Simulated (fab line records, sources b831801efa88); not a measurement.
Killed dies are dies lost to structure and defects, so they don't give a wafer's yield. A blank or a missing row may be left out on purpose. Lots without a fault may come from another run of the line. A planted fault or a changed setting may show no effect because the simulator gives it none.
fab line records | flow gf180mcu
record lots=5 wafers=15 last_day=34
route steps=602 shown M5@529 V5@540
lots that met no fault: from a run of the same line without faults
start_h: hours from the record's first day to the start of the lot's first wafer shown | wait_h: hours since the lot's step before | " the same as in the row above | L1.1+2: a row that stands for several wafers | - no value, or no start given | * or withheld: withheld | < > ~ a bound
route shown NAME@n: a module of which the file shows steps, and the number in the route of the first | usual: mean/standard deviation of fault-free wafers | same: alike in all rows | chamber/n: place in a boat | sites: the reading at each site | _std_site: their standard deviation | _edge_site: outer sites' mean less inner sites' | radius_mm: how far each site lies from the wafer's centre | mask NAME#n: copy n | behind: the tool/chamber that last shaped the wafer | hold: why the lot was held/for how many hours/how that ended | device: the transistor (n, p or np) that didn't switch | end of line: the same wafers' tests at the end of the route | a step without rows: its recipe alone | killed: dies lost to structure and defects at the first sort, not the wafer's yield | map: a wafer's dies, x killed, . not, _ none there
set.NAME: the setting as run; set.NAME@STEP: as run at that earlier step | model.NAME: the simulator's own value behind a step, which no gauge read
lots at some steps of the route; a table a step, a row a wafer
services: from which hour (start_h, from the record's first day; less than 0 if before it) a tool's chamber was out of use, for how many hours, and why
## steps
# step GF_M5_SOFTBAKE_03
# recipe temp_c=130 time_s=60 resist=KrF
# usual heater_power_total_W=93.05/0.051
# columns lot.wafer tool chamber start_h wait_h heater_power_total_W
L088.1 litho_track-01 0 701.55 0.1 93.07
L088.4 " 0 " " 93.09
L088.6 " 0 " " 93.09
L090.1 litho_track-02 0 716.34 0.1 93.01
L090.3 " 0 " " 93.11
L090.6 " 0 " " 93.14
L091.1 litho_track-02 0 722.49 0.1 93.12
L091.2 " 0 " " 93.09
L091.5 " 0 " " 93.09
L093.1 litho_track-01 0 733.15 0.1 93.10
L093.3 " 0 " " 93.04
L093.6 " 0 " " 93.04
L096.1 litho_track-04 0 750.33 0.1 93.04
L096.2 " 0 " " 92.93
L096.5 " 0 " " 93.02
# step GF_M5_EXPOSE_04
# recipe mask_id=Metal5 target_cd_nm=280 na=0.68 source_shape=conventional sigma_outer=0.6 dose_mj=28
# columns lot.wafer tool chamber start_h wait_h mask
L088.1+4+6 krf_scanner-02 0 - - Metal5#0
L090.1+3+6 krf_scanner-02 0 - - Metal5#0
L091.1+2+5 krf_scanner-01 0 - - Metal5#0
L093.1+3+6 krf_scanner-02 0 - - Metal5#0
L096.1+2+5 krf_scanner-02 0 - - Metal5#0
# step GF_M5_PEB_05
# recipe peb_temp_c=135 peb_time_s=90 resist=KrF
# usual heater_power_total_W=85.69/0.086
# columns lot.wafer tool chamber start_h wait_h heater_power_total_W
L088.1 litho_track-04 0 - - 85.55
L088.4 " 0 " " 85.77
L088.6 " 0 " " 85.70
L090.1 litho_track-02 0 - - 85.75
L090.3 " 0 " " 85.69
L090.6 " 0 " " 85.64
L091.1 litho_track-01 0 - - 85.74
L091.2 " 0 " " 85.65
L091.5 " 0 " " 85.67
L093.1 litho_track-02 0 - - 85.84
L093.3 " 0 " " 85.64
L093.6 " 0 " " 85.70
L096.1 litho_track-02 0 - - 85.64
L096.2 " 0 " " 85.59
L096.5 " 0 " " 85.69
# step GF_M5_DEVELOP_06
# recipe develop_time_s=60 dev_temp_c=21
# columns lot.wafer tool chamber start_h wait_h
L088.1+4+6 litho_track-04 0 710.23 0.2
L090.1+3+6 litho_track-02 0 724.94 0.2
L091.1+2+5 litho_track-01 0 731.35 0.2
L093.1+3+6 litho_track-02 0 741.19 0.2
L096.1+2+5 litho_track-02 0 758.29 0.2
# step GF_M5_CD_MEAS_07
# recipe target_cd_nm=280
# usual cd_nm=280.1/1.1
# columns lot.wafer tool chamber start_h wait_h cd_nm
L088.1 cd_sem-02 - 710.38 0.1 278.7
L088.4 " - " " 278.4
L088.6 " - " " 279.4
L090.1 cd_sem-01 - 725.09 0.1 280.6
L090.3 " - " " 280.7
L090.6 " - " " 280.5
L091.1 cd_sem-01 - 731.50 0.1 281.1
L091.2 " - " " 280.7
L091.5 " - " " 280.8
L093.1 cd_sem-01 - 741.34 0.1 278.7
L093.3 " - " " 278.8
L093.6 " - " " 280.1
L096.1 cd_sem-02 - 758.44 0.1 278.2
L096.2 " - " " 278.3
L096.5 " - " " 279.4
# step GF_M5_OVL_MEAS_08
# usual M5_OVL=0/4.8
# columns lot.wafer tool chamber start_h wait_h M5_OVL[nm]
L088.1 overlay-01 - 710.50 0.1 3
L088.4 " - " " 0
L088.6 " - " " -2
L090.1 overlay-02 - 725.21 0.1 5
L090.3 " - " " 2
L090.6 " - " " 1
L091.1 overlay-01 - 731.62 0.1 3
L091.2 " - " " 7
L091.5 " - " " 4
L093.1 overlay-01 - 741.46 0.1 1
L093.3 " - " " -2
L093.6 " - " " -5
L096.1 overlay-01 - 758.56 0.1 -2
L096.2 " - " " -3
L096.5 " - " " -5
# step GF_M5_ETCH_09
# recipe chemistry=CF4/O2 target=Si3N4 target_depth_nm=52 source_w=800 bias_w=150 pressure_mtorr=150 cf4_flow_sccm=80 O2_flow_sccm=10 time_s=11.6
# usual chamber_pressure_mTorr=149.98/0.26 drypump_motor_current_A=5.6/0.34 oes_product_au=0.998/0.0087 throttle_valve_pct=5.970/0.0095
# columns lot.wafer tool chamber start_h wait_h chamber_pressure_mTorr drypump_motor_current_A oes_product_au rf_hours_counter_h throttle_valve_pct
L088.1 rie_diel-02 1 710.54 0.0 150.05 5.9 1.003 54 5.961
L088.4 " 2 " " 150.06 5.9 0.991 7 5.961
L088.6 " 1 " " 150.01 5.9 0.994 - 5.980
L090.1 rie_diel-02 3 725.25 0.0 150.01 5.3 0.999 6 5.961
L090.3 " 2 " " 149.81 5.9 1.003 7 5.965
L090.6 " 2 " " 149.72 5.9 1.007 - 5.961
L091.1 rie_diel-02 0 731.65 0.0 149.87 5.5 1.007 11 5.956
L091.2 " 2 " " 149.70 5.9 0.997 7 5.970
L091.5 " 3 " " 150.17 5.3 1.000 - 5.974
L093.1 rie_diel-04 2 741.50 0.0 149.95 6.1 0.998 18 5.953
L093.3 " 0 " " 149.93 5.4 0.983 7 5.960
L093.6 " 3 " " 149.94 5.0 0.993 - 5.958
L096.1 rie_diel-04 3 758.60 0.0 150.23 5.0 0.995 26 5.954
L096.2 " 1 " " 149.83 6.1 0.995 10 5.972
L096.5 " 0 " " 149.84 5.3 0.995 - 5.965
# step GF_M5_METAL_ETCH_10
# recipe chemistry=Cl2/BCl3 mask_material=KrF target_depth_nm=750.8 stop_on=SiO2 pressure_mtorr=8 icp_w=800 bias_w=140 Cl2_flow_sccm=80 bcl3_flow_sccm=40 time_s=125.1
# usual bcl3_flow_sccm=39.99/0.13 chamber_pressure_mTorr=7.999/0.0079 drypump_motor_current_A=5.8/0.46 oes_product_au=0.990/0.0057 throttle_valve_pct=28.232/0.011
# columns lot.wafer tool chamber start_h wait_h bcl3_flow_sccm chamber_pressure_mTorr drypump_motor_current_A oes_product_au rf_hours_counter_h throttle_valve_pct
L088.1 rie_metal-02 0 710.56 0.0 39.94 7.999 5.0 0.990 12 28.229
L088.4 " 0 " " 40.06 7.994 5.0 0.989 - 28.243
L088.6 " 0 " " 39.85 7.992 5.0 0.994 - 28.235
L090.1 rie_metal-01 1 725.27 0.0 39.98 7.995 5.7 0.990 7 28.241
L090.3 " 0 " " 39.90 8.032 6.3 0.986 - 28.240
L090.6 " 1 " " 39.93 8.004 5.7 0.992 - 28.232
L091.1 rie_metal-03 1 731.68 0.0 40.11 7.980 6.2 0.996 0 28.205
L091.2 " 0 " " 40.02 8.004 6.2 0.985 7 28.236
L091.5 " 1 " " 40.16 8.005 6.2 0.989 - 28.232
L093.1 rie_metal-01 1 741.52 0.0 40.02 8.006 5.7 0.987 8 28.238
L093.3 " 1 " " 39.92 7.992 5.7 0.987 - 28.229
L093.6 " 0 " " 39.85 7.992 6.3 0.988 - 28.249
L096.1 rie_metal-02 1 758.62 0.0 39.96 7.998 5.7 0.986 6 28.238
L096.2 " 0 " " 40.04 8.005 5.0 0.990 14 28.243
L096.5 " 0 " " 39.96 8.001 5.0 0.989 - 28.243
# step GF_M5_STRIP_11
# recipe chemistry=O2/N2 power_w=1400 pressure_mtorr=1500 platen_temp_c=250 o2_flow_sccm=3000 n2_flow_sccm=300 overash_fraction=0.5
# usual chamber_pressure_mTorr=1500.1/1.2 drypump_motor_current_A=5.9/0.38 heater_power_w=343/37 oes_product_au=0.523/0.0052 strip_time_to_endpoint_s=7.04/0.041
# columns lot.wafer tool chamber start_h wait_h chamber_pressure_mTorr drypump_motor_current_A heater_power_w oes_product_au rf_hours_counter_h strip_time_to_endpoint_s
L088.1 plasma_asher-04 0 710.69 0.1 1500.6 5.9 347 0.522 110 6.98
L088.4 " 0 " " 1500.9 5.9 350 0.518 - 7.00
L088.6 " 1 " " 1499.9 6.0 395 0.519 - 7.04
L090.1 plasma_asher-04 0 725.40 0.1 1501.2 5.9 335 0.532 111 7.07
L090.3 " 1 " " 1497.6 5.9 403 0.527 - 7.15
L090.6 " 0 " " 1500.0 5.9 338 0.522 - 7.07
L091.1 plasma_asher-03 0 731.81 0.1 1498.6 6.0 353 0.526 34 7.01
L091.2 " 1 " " 1499.8 5.2 288 0.524 34 7.07
L091.5 " 0 " " 1497.8 6.0 356 0.525 - 7.02
L093.1 plasma_asher-01 0 741.65 0.1 1501.1 6.6 317 0.522 59 7.06
L093.3 " 0 " " 1499.3 6.6 322 0.521 - 7.09
L093.6 " 1 " " 1500.6 5.8 347 0.528 - 7.10
L096.1 plasma_asher-01 0 758.75 0.1 1499.5 6.6 321 0.520 61 7.14
L096.2 " 1 " " 1498.5 5.8 346 0.526 61 7.07
L096.5 " 1 " " 1501.4 5.8 356 0.539 - 7.14
# step GF_M5_STRIP_12
# recipe chemistry=post_etch_residue_remover time_s=1200 temp_c=72.5
# columns lot.wafer tool chamber start_h wait_h
L088.1+4+6 wet_bench-02 0 710.79 0.1
L090.1+3+6 wet_bench-04 3 725.50 0.1
L091.1+2+5 wet_bench-02 0 731.91 0.1
L093.1+3+6 wet_bench-04 3 741.75 0.1
L096.1+2+5 wet_bench-02 0 758.85 0.1
# step GF_M5_CLEAN_13
# recipe chemistry=DIW dry=n2_spin
# columns lot.wafer tool chamber start_h wait_h
L088.1+4+6 wet_bench-04 3 711.13 0.0
L090.1+3+6 wet_bench-02 1 725.84 0.0
L091.1+2+5 wet_bench-03 1 732.25 0.0
L093.1+3+6 wet_bench-02 3 742.09 0.0
L096.1+2+5 wet_bench-04 3 759.19 0.0
# step GF_V5_CVD_00
# recipe material=SiO2 target_thk_nm=300 sigma_open_frac=0.3 temp_c=400 time_s=50 sih4_flow_sccm=60 pressure_mtorr=6
# usual pressure_mtorr=6.000/0.011
# columns lot.wafer tool chamber start_h wait_h pressure_mtorr
L088.1 hdpcvd-01 2 711.22 0.0 5.986
L088.4 " 2 " " 6.002
L088.6 " 1 " " 6.013
L090.1 hdpcvd-01 0 725.93 0.0 6.008
L090.3 " 2 " " 5.992
L090.6 " 2 " " 5.975
L091.1 hdpcvd-02 2 732.34 0.0 5.998
L091.2 " 0 " " 6.001
L091.5 " 0 " " 5.989
L093.1 hdpcvd-02 2 742.18 0.0 5.999
L093.3 " 0 " " 5.986
L093.6 " 2 " " 5.998
L096.1 hdpcvd-02 0 759.28 0.0 6.016
L096.2 " 2 " " 6.001
L096.5 " 1 " " 6.007
# step GF_V5_THK_MEAS_01
# recipe reads=SiO2_of_V5_CVD_00
# usual V5_CVD_00_THK=298/3.5
# columns lot.wafer tool chamber start_h wait_h V5_CVD_00_THK[nm]
L088.1 film_metro-03 - 711.27 0.0 300
L088.4 " - " " 296
L088.6 " - " " 300
L090.1 film_metro-03 - 725.98 0.0 301
L090.3 " - " " 298
L090.6 " - " " 301
L091.1 film_metro-01 - 732.38 0.0 300
L091.2 " - " " 300
L091.5 " - " " 299
L093.1 film_metro-04 - 742.23 0.0 298
L093.3 " - " " 300
L093.6 " - " " 300
L096.1 film_metro-03 - 759.33 0.0 300
L096.2 " - " " 302
L096.5 " - " " 301
# step GF_V5_CVD_02
# recipe material=SiO2 target_thk_nm=1450 precursor=TEOS temp_c=400 time_s=163.28 rf_w=600
# usual heater_power_w=694/100
# columns lot.wafer tool chamber start_h wait_h heater_power_w since_wet_clean_h
L088.1 pecvd-03 2 711.33 0.1 766 745
L088.4 " 0 " " 922 -
L088.6 " 2 " " 629 -
L090.1 pecvd-03 0 726.04 0.1 909 760
L090.3 " 2 " " 784 760
L090.6 " 2 " " 644 -
L091.1 pecvd-03 2 732.44 0.1 750 766
L091.2 " 0 " " 815 766
L091.5 " 0 " " 883 -
L093.1 pecvd-04 0 742.29 0.1 770 137
L093.3 " 1 " " 722 137
L093.6 " 1 " " 758 -
L096.1 pecvd-01 1 759.39 0.1 627 585
L096.2 " 2 " " 862 585
L096.5 " 2 " " 666 -
# step GF_V5_THK_MEAS_03
# recipe reads=SiO2_of_V5_CVD_02
# usual V5_CVD_02_THK=1450/18
# columns lot.wafer tool chamber start_h wait_h V5_CVD_02_THK[nm]
L088.1 film_metro-03 - 711.44 0.1 1434
L088.4 " - " " 1457
L088.6 " - " " 1456
L090.1 film_metro-04 - 726.15 0.1 1430
L090.3 " - " " 1411
L090.6 " - " " 1435
L091.1 film_metro-04 - 732.55 0.1 1428
L091.2 " - " " 1436
L091.5 " - " " 1451
L093.1 film_metro-03 - 742.40 0.1 1449
L093.3 " - " " 1450
L093.6 " - " " 1476
L096.1 film_metro-03 - 759.50 0.1 1413
L096.2 " - " " 1441
L096.5 " - " " 1461
# step GF_V5_CMP_04
# recipe material=SiO2 down_force_psi=4 platen_rpm=60 pad_velocity_m_s=0.94248
# usual motor_current_A=12.1/1.8
# columns lot.wafer tool chamber start_h wait_h motor_current_A
L088.4 cmp-01 0 711.71 0.2 10.2
L088.1 " 1 " " 11.2
L088.6 " 2 " " 11.5
L090.1 cmp-01 0 726.26 0.1 11.2
L090.3 " 1 " " 12.1
L090.6 " 3 " " 11.3
L091.2 cmp-02 0 733.23 0.7 10.0
L091.1 " 3 " " 13.3
L091.5 " 0 " " 10.8
L093.3 cmp-01 0 742.46 0.0 11.1
L093.1 " 1 " " 11.0
L093.6 " 0 " " 10.9
L096.2 cmp-02 1 759.56 0.0 17.1
L096.1 " 0 " " 10.5
L096.5 " 2 " " 12.1
# step GF_V5_BOW_MEAS_05
# recipe mode=bow
# usual V5_BOW=133/9
# columns lot.wafer tool chamber start_h wait_h V5_BOW[um]
L088.1 film_metro-01 - 711.91 0.1 143
L088.4 " - " " 131
L088.6 " - " " 128
L090.1 film_metro-03 - 726.51 0.2 147
L090.3 " - " " 135
L090.6 " - " " 147
L091.1 film_metro-04 - 733.53 0.1 136
L091.2 " - " " 130
L091.5 " - " " 128
L093.1 film_metro-04 - 742.76 0.2 135
L093.3 " - " " 141
L093.6 " - " " 130
L096.1 film_metro-03 - 759.86 0.1 141
L096.2 " - " " 133
L096.5 " - " " 132
# step GF_V5_DEHYDRATE_06
# recipe temp_c=200 time_s=60
# usual heater_power_total_W=160.39/0.12
# columns lot.wafer tool chamber start_h wait_h heater_power_total_W
L088.1 litho_track-02 0 720.04 8.1 160.27
L088.4 " 0 " " 160.27
L088.6 " 0 " " 160.28
L090.1 litho_track-01 0 734.25 7.7 160.33
L090.3 " 0 " " 160.39
L090.6 " 0 " " 160.36
L091.1 litho_track-03 0 741.05 7.5 160.65
L091.2 " 0 " " 160.20
L091.5 " 0 " " 160.33
L093.1 litho_track-01 0 750.70 7.9 160.20
L093.3 " 0 " " 160.33
L093.6 " 0 " " 160.28
L096.1 litho_track-02 0 767.49 7.6 160.26
L096.2 " 0 " " 160.18
L096.5 " 0 " " 160.32
# step GF_V5_HMDS_07
# recipe prime_time_s=60 prime_temp_c=120
# usual prime_temp_c=120.01/0.15
# columns lot.wafer tool chamber start_h wait_h prime_temp_c
L088.1 litho_track-02 0 720.19 0.1 120.05
L088.4 " 0 " " 119.97
L088.6 " 0 " " 120.07
L090.1 litho_track-01 0 734.40 0.1 119.91
L090.3 " 0 " " 120.05
L090.6 " 0 " " 120.15
L091.1 litho_track-03 0 741.20 0.1 119.77
L091.2 " 0 " " 119.95
L091.5 " 0 " " 120.04
L093.1 litho_track-01 0 750.85 0.1 120.15
L093.3 " 0 " " 120.00
L093.6 " 0 " " 120.20
L096.1 litho_track-02 0 767.64 0.1 120.02
L096.2 " 0 " " 119.99
L096.5 " 0 " " 119.92
# step GF_V5_COAT_08
# recipe resist=BARC temp_c=withheld time_s=withheld spin_rpm=withheld resist_thk_nm=withheld
# columns lot.wafer tool chamber start_h wait_h
L088.1+4+6 litho_track-02 0 720.34 0.1
L090.1+3+6 litho_track-01 0 734.55 0.1
L091.1+2+5 litho_track-03 0 741.35 0.1
L093.1+3+6 litho_track-01 0 751.00 0.1
L096.1+2+5 litho_track-02 0 767.79 0.1
# step GF_V5_COAT_09
# recipe resist=KrF spin_rpm=withheld resist_thk_nm=1000
# columns lot.wafer tool chamber start_h wait_h
L088.1+4+6 litho_track-02 0 - -
L090.1+3+6 litho_track-01 0 - -
L091.1+2+5 litho_track-03 0 - -
L093.1+3+6 litho_track-01 0 - -
L096.1+2+5 litho_track-02 0 - -
# step GF_V5_SOFTBAKE_10
# recipe temp_c=130 time_s=60 resist=KrF
# usual heater_power_total_W=93.06/0.057
# columns lot.wafer tool chamber start_h wait_h heater_power_total_W
L088.1 litho_track-02 0 - - 93.06
L088.4 " 0 " " 93.05
L088.6 " 0 " " 93.06
L090.1 litho_track-01 0 - - 93.12
L090.3 " 0 " " 93.00
L090.6 " 0 " " 93.06
L091.1 litho_track-03 0 - - 92.98
L091.2 " 0 " " 93.03
L091.5 " 0 " " 93.04
L093.1 litho_track-01 0 - - 93.02
L093.3 " 0 " " 93.08
L093.6 " 0 " " 93.04
L096.1 litho_track-02 0 - - 93.01
L096.2 " 0 " " 93.05
L096.5 " 0 " " 93.11
# step GF_V5_EXPOSE_11
# recipe mask_id=Via5 target_cd_nm=260 na=0.68 source_shape=conventional sigma_outer=0.6 dose_mj=38
# columns lot.wafer tool chamber start_h wait_h mask
L088.1+4+6 krf_scanner-02 0 - - Via5#0
L090.1+3+6 krf_scanner-01 0 - - Via5#0
L091.1+2+5 krf_scanner-01 0 - - Via5#0
L093.1+3+6 krf_scanner-01 0 - - Via5#0
L096.1+2+5 krf_scanner-01 0 - - Via5#0
# step GF_V5_PEB_12
# recipe peb_temp_c=135 peb_time_s=90 resist=KrF
# usual heater_power_total_W=85.69/0.082
# columns lot.wafer tool chamber start_h wait_h heater_power_total_W
L088.1 litho_track-01 0 - - 85.76
L088.4 " 0 " " 85.75
L088.6 " 0 " " 85.76
L090.1 litho_track-01 0 - - 85.71
L090.3 " 0 " " 85.83
L090.6 " 0 " " 85.87
L091.1 litho_track-03 0 - - 85.63
L091.2 " 0 " " 85.79
L091.5 " 0 " " 85.62
L093.1 litho_track-02 0 - - 85.71
L093.3 " 0 " " 85.65
L093.6 " 0 " " 85.78
L096.1 litho_track-01 0 - - 85.72
L096.2 " 0 " " 85.73
L096.5 " 0 " " 85.66
# step GF_V5_DEVELOP_13
# recipe develop_time_s=60 resist=KrF dev_temp_c=21
# columns lot.wafer tool chamber start_h wait_h
L088.1+4+6 litho_track-01 0 730.05 0.2
L090.1+3+6 litho_track-01 0 742.95 0.2
L091.1+2+5 litho_track-03 0 750.10 0.2
L093.1+3+6 litho_track-02 0 758.99 0.2
L096.1+2+5 litho_track-01 0 775.45 0.2
# step GF_V5_CD_MEAS_14
# recipe target_cd_nm=260
# usual cd_nm=259.8/0.99
# columns lot.wafer tool chamber start_h wait_h cd_nm
L088.1 cd_sem-02 - 730.20 0.1 260.3
L088.4 " - " " 260.4
L088.6 " - " " 260.1
L090.1 cd_sem-02 - 743.10 0.1 261.2
L090.3 " - " " 259.1
L090.6 " - " " 259.7
L091.1 cd_sem-01 - 750.36 0.2 259.3
L091.2 " - " " 258.8
L091.5 " - " " 259.3
L093.1 cd_sem-01 - 759.14 0.1 259.7
L093.3 " - " " 258.1
L093.6 " - " " 258.5
L096.1 cd_sem-01 - 775.60 0.1 260.5
L096.2 " - " " 258.2
L096.5 " - " " 260.2
# step GF_V5_OVL_MEAS_15
# usual V5_OVL=2/6.3
# columns lot.wafer tool chamber start_h wait_h V5_OVL[nm]
L088.1 overlay-02 - 730.32 0.1 7
L088.4 " - " " 4
L088.6 " - " " 2
L090.1 overlay-02 - 743.22 0.1 1
L090.3 " - " " 6
L090.6 " - " " 6
L091.1 overlay-01 - 750.48 0.1 -13
L091.2 " - " " -8
L091.5 " - " " -3
L093.1 overlay-02 - 759.26 0.1 -3
L093.3 " - " " -5
L093.6 " - " " 2
L096.1 overlay-02 - 775.72 0.1 18
L096.2 " - " " 13
L096.5 " - " " 21
# step GF_V5_ETCH_16
# recipe chemistry=N2/H2 target_depth_a=withheld overetch_a=withheld time_s=withheld target=BARC ion_energy_ev=200 source_w=500 bias_w=100 pressure_mtorr=30 n2_flow_sccm=100 h2_flow_sccm=200
# usual chamber_pressure_mTorr=29.997/0.027 drypump_motor_current_A=5.6/0.35 h2_flow_sccm=199.9/0.63 oes_product_au=0.854/0.0048 throttle_valve_pct=13.225/0.0097
# columns lot.wafer tool chamber start_h wait_h chamber_pressure_mTorr drypump_motor_current_A h2_flow_sccm oes_product_au throttle_valve_pct
L088.1 rie_diel-01 1 730.35 0.0 29.963 5.7 199.5 0.849 13.202
L088.4 " 0 " " 30.034 6.4 199.6 0.851 13.218
L088.6 " 1 " " 29.992 5.7 199.8 0.854 13.227
L090.1 rie_diel-01 0 743.25 0.0 29.996 6.4 200.4 0.849 13.218
L090.3 " 1 " " 29.981 5.7 200.1 0.847 13.234
L090.6 " 2 " " 29.955 5.3 200.3 0.854 13.222
L091.1 rie_diel-02 3 750.52 0.0 30.012 5.3 201.0 0.855 13.229
L091.2 " 2 " " 30.011 5.9 199.5 0.858 13.245
L091.5 " 3 " " 29.975 5.3 200.5 0.850 13.212
L093.1 rie_diel-02 2 759.30 0.0 29.957 5.9 199.9 0.855 13.231
L093.3 " 0 " " 30.010 5.5 199.5 0.847 13.221
L093.6 " 3 " " 30.010 5.3 200.2 0.853 13.218
L096.1 rie_diel-02 2 775.75 0.0 29.985 5.9 200.4 0.860 13.228
L096.2 " 0 " " 29.983 5.5 201.8 0.853 13.224
L096.5 " 0 " " 29.999 5.5 201.3 0.849 13.218
# step GF_V5_ETCH_17
# recipe chemistry=C4F8/O2/Ar mask_material=KrF target=SiO2 stop_on=TiN source_w=1500 bias_w=1200 pressure_mtorr=40 c4f8_flow_sccm=withheld O2_flow_sccm=6 Ar_flow_sccm=300 time_s=withheld target_depth_a=8550
# usual chamber_pressure_mTorr=40.00/0.037 oes_product_au=0.860/0.0049
# columns lot.wafer tool chamber start_h wait_h chamber_pressure_mTorr oes_product_au
L088.1 rie_diel-01 1 - - 40.01 0.860
L088.4 " 0 " " 39.98 0.862
L088.6 " 1 " " 40.00 0.860
L090.1 rie_diel-01 0 - - 39.96 0.860
L090.3 " 1 " " 39.99 0.861
L090.6 " 2 " " 39.98 0.861
L091.1 rie_diel-02 3 - - 39.96 0.863
L091.2 " 2 " " 40.05 0.850
L091.5 " 3 " " 40.02 0.859
L093.1 rie_diel-02 2 - - 40.00 0.860
L093.3 " 0 " " 40.00 0.856
L093.6 " 3 " " 40.00 0.866
L096.1 rie_diel-02 2 - - 39.97 0.862
L096.2 " 0 " " 39.96 0.870
L096.5 " 0 " " 39.97 0.858
# step GF_V5_STRIP_18
# recipe chemistry=O2/N2 power_w=1400 pressure_mtorr=1500 platen_temp_c=250 o2_flow_sccm=3000 n2_flow_sccm=300 overash_fraction=0.5
# usual chamber_pressure_mTorr=1499.9/1.3 drypump_motor_current_A=6.05/0.24 heater_power_w=356/24 oes_product_au=0.567/0.0045
# columns lot.wafer tool chamber start_h wait_h chamber_pressure_mTorr drypump_motor_current_A heater_power_w oes_product_au rf_hours_counter_h
L088.1 plasma_asher-02 0 730.51 - 1500.1 5.92 336 0.566 94
L088.4 " 0 " " 1501.8 5.92 349 0.579 -
L088.6 " 0 " " 1500.0 5.91 342 0.565 -
L090.1 plasma_asher-02 1 743.41 - 1498.9 6.13 376 0.575 96
L090.3 " 0 " " 1499.9 5.92 346 0.564 -
L090.6 " 1 " " 1499.5 6.11 380 0.572 -
L091.1 plasma_asher-02 0 750.67 - 1498.6 5.92 339 0.570 97
L091.2 " 1 " " 1500.6 6.11 361 0.564 97
L091.5 " 0 " " 1499.7 5.91 343 0.566 -
L093.1 plasma_asher-01 1 759.45 - 1499.8 5.78 373 0.560 61
L093.3 " 1 " " 1498.5 5.78 357 0.569 -
L093.6 " 1 " " 1499.4 5.78 351 0.570 -
L096.1 plasma_asher-01 0 775.91 - 1500.0 6.60 307 0.567 63
L096.2 " 1 " " 1500.7 5.78 364 0.560 63
L096.5 " 0 " " 1501.5 6.63 319 0.570 -
# step GF_V5_STRIP_19
# recipe chemistry=post_etch_residue_remover time_s=1200 temp_c=72.5
# columns lot.wafer tool chamber start_h wait_h
L088.1+4+6 wet_bench-01 0 730.61 0.1
L090.1+3+6 wet_bench-04 2 743.51 0.1
L091.1+2+5 wet_bench-04 0 750.77 0.1
L093.1+3+6 wet_bench-03 2 759.55 0.1
L096.1+2+5 wet_bench-04 0 776.01 0.1
# step GF_V5_CLEAN_20
# recipe chemistry=DIW dry=n2_spin
# columns lot.wafer tool chamber start_h wait_h
L088.1+4+6 wet_bench-03 0 730.95 0.0
L090.1+3+6 wet_bench-03 2 743.85 0.0
L091.1+2+5 wet_bench-01 3 751.11 0.0
L093.1+3+6 wet_bench-01 2 759.89 0.0
L096.1+2+5 wet_bench-01 2 776.38 0.0
# step GF_V5_SPUTTER_21
# recipe material=Ti target_thk_nm=15 chamber_pressure_pa=5 power_w=2500 substrate_temp_c=200 time_s=80.02
# usual throttle_valve_pct=30.0/0.91
# columns lot.wafer tool chamber start_h wait_h throttle_valve_pct
L088.1 pvd_sputter-01 - 731.04 0.0 30.5
L088.4 " - " " 29.2
L088.6 " - " " 29.9
L090.1 pvd_sputter-04 - 743.95 0.0 30.5
L090.3 " - " " 30.3
L090.6 " - " " 30.5
L091.1 pvd_sputter-03 - 751.20 0.0 30.1
L091.2 " - " " 28.6
L091.5 " - " " 28.9
L093.1 pvd_sputter-01 - 759.98 0.0 29.9
L093.3 " - " " 29.5
L093.6 " - " " 27.9
L096.1 pvd_sputter-01 - 776.47 0.0 29.4
L096.2 " - " " 30.3
L096.5 " - " " 29.7
# step GF_V5_SPUTTER_22
# recipe material=TiN target_thk_nm=10 chamber_pressure_pa=5 power_w=4000 time_s=40
# usual throttle_valve_pct=30.0/0.86
# columns lot.wafer tool chamber start_h wait_h throttle_valve_pct
L088.1 pvd_sputter-01 - 731.10 0.0 30.6
L088.4 " - " " 29.7
L088.6 " - " " 30.1
L090.1 pvd_sputter-04 - 744.01 0.0 30.5
L090.3 " - " " 30.4
L090.6 " - " " 30.8
L091.1 pvd_sputter-03 - 751.27 0.0 30.0
L091.2 " - " " 29.0
L091.5 " - " " 28.9
L093.1 pvd_sputter-01 - 760.04 0.0 30.5
L093.3 " - " " 29.3
L093.6 " - " " 28.0
L096.1 pvd_sputter-01 - 776.53 0.0 29.2
L096.2 " - " " 30.4
L096.5 " - " " 29.6
# step GF_V5_CVD_23
# recipe material=W target_thk_nm=350 time_s=104.9 temp_c=400 pressure_torr=40
# usual heater_power_w=925/84
# columns lot.wafer tool chamber start_h wait_h heater_power_w since_wet_clean_h
L088.1 cvd_w-02 0 731.14 0.0 868 327
L088.4 " 1 " " 969 -
L088.6 " 0 " " 868 -
L090.1 cvd_w-02 1 744.05 0.0 956 340
L090.3 " 1 " " 960 -
L090.6 " 0 " " 868 -
L091.1 cvd_w-02 0 751.30 0.0 867 347
L091.2 " 1 " " 972 347
L091.5 " 0 " " 882 -
L093.1 cvd_w-02 1 760.08 0.0 988 356
L093.3 " 0 " " 864 -
L093.6 " 0 " " 852 -
L096.1 cvd_w-02 1 776.57 0.0 969 373
L096.2 " 0 " " 876 373
L096.5 " 1 " " 974 -
# step GF_V5_RS_MEAS_24
# recipe thk_meas_gauge=four-point-probe reads=W_of_V5_CVD_23+TiN_of_V5_SPUTTER_22+Ti_of_V5_SPUTTER_21
# usual V5_W_RS=0.330/0.0032
# columns lot.wafer tool chamber start_h wait_h V5_W_RS[ohm/sq]
L088.1 film_metro-03 - 731.25 0.1 0.330
L088.4 " - " " 0.336
L088.6 " - " " 0.328
L090.1 film_metro-01 - 744.16 0.1 0.335
L090.3 " - " " 0.334
L090.6 " - " " 0.332
L091.1 film_metro-04 - 751.42 0.1 0.336
L091.2 " - " " 0.333
L091.5 " - " " 0.332
L093.1 film_metro-03 - 760.20 0.1 0.330
L093.3 " - " " 0.335
L093.6 " - " " 0.330
L096.1 film_metro-01 - 776.68 0.1 0.331
L096.2 " - " " 0.332
L096.5 " - " " 0.330
## services
# columns tool chamber start_h hours kind
cmp-02 - 680.07 2.4 repair
rie_metal-02 - 685.18 4.3 repair
rie_diel-02 - 688.53 0.3 repair
krf_scanner-02 - 690.88 2.1 repair
plasma_asher-01 - 692.14 15.6 pm
krf_scanner-01 - 697.61 1.0 pm
rie_diel-01 1 702.41 5.4 repair
plasma_asher-02 - 703.89 3.1 repair
wet_bench-04 - 705.02 4.3 repair
pvd_sputter-03 - 707.04 3.6 repair
krf_scanner-02 - 708.49 1.0 pm
cvd_w-02 - 713.44 0.8 repair
cmp-01 - 721.69 1.9 repair
cmp-01 - 727.49 14.4 pm
pvd_sputter-03 - 732.47 0.7 repair
plasma_asher-04 - 733.75 9.0 pm
krf_scanner-02 - 738.55 0.8 pm
pvd_sputter-04 - 741.51 1.5 repair
rie_diel-04 2 741.77 14.9 repair
cmp-02 - 744.00 4.0 pm
cmp-01 - 748.44 2.3 repair
hdpcvd-01 0 748.55 11.1 repair
krf_scanner-01 - 757.39 0.8 pm
cmp-01 - 758.22 1.8 repair
## key
fault none
